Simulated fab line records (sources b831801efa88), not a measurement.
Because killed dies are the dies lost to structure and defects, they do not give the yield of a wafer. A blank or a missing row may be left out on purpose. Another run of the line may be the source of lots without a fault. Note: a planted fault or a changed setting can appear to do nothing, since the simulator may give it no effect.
A lot that was struck, set against a sound lot | flow sky130 | 43 steps out of a route of 708
Sound: the wafers L750.2, L750.5, L750.6. The struck wafers were L753.2, L753.4, L753.5. Last of all comes the cause.
Each step with rows lists, per side, the tool, then ch with its chambers, then its first start. Under that, the readings that differ: sound wafers | struck wafers | difference of the means | sigmas: that difference in standard deviations of wafers without a fault.
alike: a reading whose means differ by less than 2 such deviations, as well as words and numbers matching on both sides. not compared: withheld readings; readings where some wafer has no value; bounds like >300 that might hide an equal value; numbers whose values overlap and for which the record gives no deviation.
Wherever a step has rows on one side only, a row that says differs or no value, or a row with sigmas, the two part there. Numbers that don't overlap but have no deviation are shown without sigmas and don't part them. A reading that every wafer of one side lacks parts them only if that side has two wafers or more.

first, 4 steps without rows for these wafers: SKY_METAL2_SOFTBAKE_11 (time 90 s); SKY_METAL2_EXPOSE_12 (exposes mask MM2, target cd 140 nm); SKY_METAL2_PEB_13; SKY_METAL2_DEVELOP_14 (develop time 60 s).
SKY_METAL2_CD_MEAS_15: the cd target is 140 nm.
  sound on cd sem-01, day 35 23:51; struck on cd sem-02, day 37 07:21
  alike: cd nm
SKY_METAL2_OVL_MEAS_16:
  sound on overlay-01, day 35 23:57; struck on overlay-01, day 37 07:27
  alike: METAL2_OVL
SKY_METAL2_DESCUM_17: chemistry O2, time 8 s.
  sound on rie metal-04 ch 0,1, day 35 23:59; struck on rie metal-03 ch 0,1, day 37 07:29
  alike: drypump motor current A, he backside leak sccm, oes product au
  not compared: rf hours counter h
then, 5 steps without rows for these wafers: SKY_METAL2_ETCH_18 (etches BARC in N2/H2, stops on SiO2, time 45.9 s, target depth 60 nm); SKY_METAL2_METAL_ETCH_19 (etches the open film in Cl2/BCl3, stops on SiO2, target depth 360 nm, time 78 s); SKY_METAL2_STRIP_20 (strips in O2/N2); SKY_METAL2_STRIP_21 (strips in post etch residue remover, time 1200 s); SKY_METAL2_CLEAN_22 (cleans in IPA, time 180 s).
SKY_METAL2_CLEAN_23: cleans in O3/DIW.
  sound on wet bench-01 ch 3, day 36 00:40; struck on wet bench-04 ch 0, day 37 08:10
then, 1 step without rows for these wafers: SKY_VIA2_HDPCVD_00 (deposits SiO2, target thk 1180 nm, time 196.7 s).
SKY_VIA2_THK_MEAS_01:
  sound on film metro-02, day 36 00:55; struck on film metro-02, day 37 08:24
  alike: VIA2_HDPCVD_THK
then, 1 step without rows for these wafers: SKY_VIA2_CMP_02 (polishes SiO2).
SKY_VIA2_BOW_MEAS_03:
  sound on film metro-01, day 36 01:40; struck on film metro-04, day 37 08:46
  alike: VIA2_BOW
then, 8 steps without rows for these wafers: SKY_VIA2_DEHYDRATE_04 (time 60 s); SKY_VIA2_HMDS_05 (prime time 60 s); SKY_VIA2_COAT_06 (resist thk 60 nm); SKY_VIA2_COAT_07 (resist thk 450 nm); SKY_VIA2_SOFTBAKE_08 (time 90 s); SKY_VIA2_EXPOSE_09 (exposes mask VIM2, target cd 200 nm); SKY_VIA2_PEB_10; SKY_VIA2_DEVELOP_11 (develop time 60 s).
SKY_VIA2_CD_MEAS_12: the cd target is 200 nm.
  sound on cd sem-01, day 37 03:33; struck on cd sem-01, day 38 10:09
  alike: cd nm
SKY_VIA2_OVL_MEAS_13:
  sound on overlay-02, day 37 03:39; struck on overlay-01, day 38 10:15
  alike: VIA2_OVL
SKY_VIA2_ETCH_14: etches BARC in N2/H2, stops on SiO2, time 45.9 s, target depth 60 nm.
  sound on rie diel-03 ch 0,1,2, day 37 03:41; struck on rie diel-02 ch 1,3, day 38 10:17
  alike: drypump motor current A, oes product au, throttle valve pct
  not compared: rf hours counter h
SKY_VIA2_ETCH_15: etches SiO2 in C4F8/O2/Ar, stops on TiN, target depth 546 nm, time 84 s.
  sound on rie diel-03 ch 0,1,2, day 37 03:44; struck on rie diel-02 ch 1,3, day 38 10:20
  alike: oes product au
  not compared: rf hours counter h
then, 5 steps without rows for these wafers: SKY_VIA2_STRIP_16 (strips in O2/N2); SKY_VIA2_STRIP_17 (strips in post etch residue remover, time 1200 s); SKY_VIA2_CLEAN_18 (cleans in IPA, time 180 s); SKY_VIA2_CLEAN_19 (cleans in O3/DIW); SKY_VIA2_SPUTTER_20 (material TiN, target thk 20 nm, time 80 s).
SKY_VIA2_CVD_21: deposits W, target thk 420 nm, time 126.4 s.
  sound on cvd w-02 ch 0,1, day 37 04:34; struck on cvd w-01 ch 0,1, day 38 11:03
  alike: heater power w
SKY_VIA2_RS_MEAS_22: a four-point-probe measurement.
  sound on film metro-04, day 37 04:43; struck on film metro-04, day 38 11:12
  alike: VIA2_W_RS
SKY_VIA2_THK_MEAS_23: measures by xrf.
  sound on film metro-04, day 37 04:50; struck on film metro-04, day 38 11:19
  alike: VIA2_W_THK
then, 3 steps without rows for these wafers: SKY_VIA2_CMP_24 (polishes, stops on SiO2, t overpolish 20 s, target thk 0 nm); SKY_METAL3_SPUTTER_00 (material Ti, target thk 15 nm, time 10 s); SKY_METAL3_SPUTTER_01 (material TiN, target thk 20 nm, time 16.7 s).
SKY_METAL3_SPUTTER_02: material AlCu, target thk 735 nm, time 39.1 s.
  sound on pvd sputter-03, day 37 05:14; struck on pvd sputter-03, day 38 11:43
  alike: throttle valve pct
then, 1 step without rows for these wafers: SKY_METAL3_SPUTTER_03 (material Ti, target thk 5 nm, time 3.3 s).
-- the record jumps here: 9 days lie between the struck wafers' starts before and after (it left off in module METAL3 and takes up again in module PAD_OPEN, whose first step shown is number 708 of the route) --
SKY_PAD_OPEN_PROBE_99:
  record: rows for the struck wafers here (prober-01, day 47 15:24), none for the sound ones

WHERE THEY PART
Only at SKY_PAD_OPEN_PROBE_99, within this record.

WHY: what the simulator had put in
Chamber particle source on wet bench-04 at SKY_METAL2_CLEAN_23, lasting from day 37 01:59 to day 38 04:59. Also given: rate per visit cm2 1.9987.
